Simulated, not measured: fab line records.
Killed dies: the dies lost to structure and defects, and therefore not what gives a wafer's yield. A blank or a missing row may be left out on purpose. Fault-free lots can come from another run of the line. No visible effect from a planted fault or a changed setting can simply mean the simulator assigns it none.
Which of the tools did it? -- flow gf180mcu -- 12 lots, 36 wafers sampled, at 1 step of a route of 602

## WHAT EACH GAUGE READ, for each wafer
GF_V1_THK_MEAS_01.
lot,measured,on,V1_CVD_00_THK (nm)
L075,day 18 02:24,film metro-03,607 607 609
L077,day 18 08:22,film metro-03,597 601 601
L079,day 19 12:35,film metro-04,584 594 602
L080,day 20 00:11,film metro-01,603 602 606
L083,day 20 17:56,film metro-04,597 596 592
L085,day 21 07:41,film metro-01,596 605 601
L087,day 21 23:14,film metro-04,588 592 593
L089,day 22 14:58,film metro-04,608 603 611
L091,day 23 11:19,film metro-03,606 597 599
L093,day 23 20:10,film metro-04,601 608 599
L095,day 24 16:05,film metro-03,607 606 614
L097,day 24 22:55,film metro-04,604 602 604

## WHAT TOOL EACH LOT RAN ON (gives the tool, then ch and the chambers of the sampled wafers, and finally the start)
The record holds no process step before these readings.

## THE ANSWER, worked out from the rows above alone
Rule: the usual values come from the lots themselves. Put in order of their means at a reading, lots are off if they are a third of the lots or fewer, leave a main group of 4 or more, and stand apart from it by a gap of 3 or more times the standard deviation of the main group's means; of several such gaps the widest counts. Not used: any main group whose means are identical at the precision the tables above print for the reading. Also off: a lot with no number at a reading for which 4 or more lots have one. The other lots that the step has rows for count as sound.
No lot is off on any of the readings shown, so nothing can be concluded from this.

## WHAT THE SIMULATOR PUT IN
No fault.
